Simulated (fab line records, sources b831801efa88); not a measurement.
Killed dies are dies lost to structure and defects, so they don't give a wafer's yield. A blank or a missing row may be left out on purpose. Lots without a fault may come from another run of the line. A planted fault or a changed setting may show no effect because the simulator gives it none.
Which tool did it? | flow gf180mcu | 14 lots, 42 wafers sampled, at 3 steps of a route of 602

WHAT THE GAUGES READ, wafer by wafer
GF_CONTACT_CD_MEAS_14: target cd 220 nm. Usual: cd_nm 220.3 nm, standard deviation 1.8.
lot  | measured     | on        | cd_nm (nm)        | flag
L828 | day 16 01:38 | cd_sem-02 | 220.2 218.5 220.1 |
L830 | day 17 02:40 | cd_sem-02 | 220.8 220.3 219.8 |
L831 | day 17 08:20 | cd_sem-01 | 220.6 219.1 218.7 |
L832 | day 17 14:57 | cd_sem-01 | 219.5 219.6 219.7 |
L833 | day 17 20:11 | cd_sem-01 | 223.6 224.5 223.4 |
L842 | day 21 09:12 | cd_sem-02 | 222.3 221.8 220.9 |
L843 | day 21 19:49 | cd_sem-01 | 218.0 218.9 218.9 |
L844 | day 22 03:29 | cd_sem-02 | 219.3 218.9 219.2 |
L845 | day 22 09:06 | cd_sem-01 | 222.9 222.1 222.4 |
L846 | day 22 22:59 | cd_sem-01 | 216.8 216.4 216.5 |
L847 | day 22 23:13 | cd_sem-02 | 218.0 218.9 218.5 |
L848 | day 23 08:04 | cd_sem-01 | 220.6 221.2 220.5 |
L850 | day 24 01:50 | cd_sem-02 | 221.5 222.3 220.8 |
L851 | day 24 03:45 | cd_sem-01 | 219.5 218.5 219.0 |

GF_V1_BOW_MEAS_05. Usual: V1_BOW 81 um, standard deviation 7.1.
lot  | measured     | on            | V1_BOW (um) | flag
L828 | day 17 02:33 | film_metro-03 | 80 71 76    |
L830 | day 18 04:57 | film_metro-01 | 82 79 81    |
L831 | day 18 11:23 | film_metro-03 | 74 78 88    |
L832 | day 18 17:33 | film_metro-03 | 84 87 85    |
L833 | day 18 22:37 | film_metro-02 | 71 89 91    |
L842 | day 22 11:21 | film_metro-01 | 89 75 86    |
L843 | day 22 21:38 | film_metro-03 | 84 77 65    |
L844 | day 23 05:23 | film_metro-01 | 86 74 89    |
L845 | day 23 10:58 | film_metro-03 | 71 74 82    |
L846 | day 24 00:09 | film_metro-03 | 70 65 84    |
L847 | day 24 01:17 | film_metro-03 | 87 76 87    |
L848 | day 24 09:38 | film_metro-01 | 80 83 81    |
L850 | day 25 03:17 | film_metro-01 | 82 91 80    |
L851 | day 25 04:15 | film_metro-03 | 77 77 90    |

WHICH TOOL RAN EACH LOT (tool, then ch and the chambers of the sampled wafers, then the start)
lot  | GF_HV_LDD_DEVELOP_30
L828 | litho_track-02 ch 0, day 11 13:35
L830 | litho_track-02 ch 0, day 12 07:52
L831 | litho_track-02 ch 0, day 12 11:59
L832 | litho_track-03 ch 0, day 12 21:40
L833 | litho_track-02 ch 0, day 13 01:41
L842 | litho_track-04 ch 0, day 16 04:20
L843 | litho_track-02 ch 0, day 16 14:59
L844 | litho_track-04 ch 0, day 16 20:27
L845 | litho_track-04 ch 0, day 17 05:21
L846 | litho_track-02 ch 0, day 17 17:02
L847 | litho_track-02 ch 0, day 17 19:20
L848 | litho_track-03 ch 0, day 18 03:37
L850 | litho_track-02 ch 0, day 18 17:29
L851 | litho_track-02 ch 0, day 18 23:28
- GF_HV_LDD_DEVELOP_30: develop time 60 s.

WHAT THE TOOLS THEMSELVES READ (means of the sampled wafers that have a number; where no wafer has one, the mark that the record gives instead)
GF_HV_LDD_DEVELOP_30. Usual: developer_temp_C 23.03 C, standard deviation 0.11.
lot  | tool           | developer_temp_C (C) | flag
L828 | litho_track-02 | 22.93                |
L830 | litho_track-02 | 23.14                |
L831 | litho_track-02 | 22.15                | OFF
L832 | litho_track-03 | 22.88                |
L833 | litho_track-02 | 22.10                | OFF
L842 | litho_track-04 | 23.00                |
L843 | litho_track-02 | 23.04                |
L844 | litho_track-04 | 23.02                |
L845 | litho_track-04 | 23.09                |
L846 | litho_track-02 | 22.92                |
L847 | litho_track-02 | 22.98                |
L848 | litho_track-03 | 23.23                |
L850 | litho_track-02 | 23.01                |
L851 | litho_track-02 | 23.03                |

THE ANSWER, worked out from the rows above alone
Rule: a lot is off if the mean of its wafers that have a number lies more than 3 standard deviations from the usual mean. A lot without any number at a reading at which 4 lots or more have one is off too. The other lots that the step has rows for count as sound. The gauges are gone through in route order, then the tools' own readings, and for those a lot's mean is taken as printed above. The first step at which some lot is off is used, and at that step the reading that is off furthest; a lot without a number counts as furthest.
Off: L831, L833, at GF_HV_LDD_DEVELOP_30 (developer_temp_C).
A tool fits if, at that step or a process step before it, it ran every lot that is off, and no sound lot after the first of them. None of those tried fits.

WHAT THE SIMULATOR HAD PUT IN
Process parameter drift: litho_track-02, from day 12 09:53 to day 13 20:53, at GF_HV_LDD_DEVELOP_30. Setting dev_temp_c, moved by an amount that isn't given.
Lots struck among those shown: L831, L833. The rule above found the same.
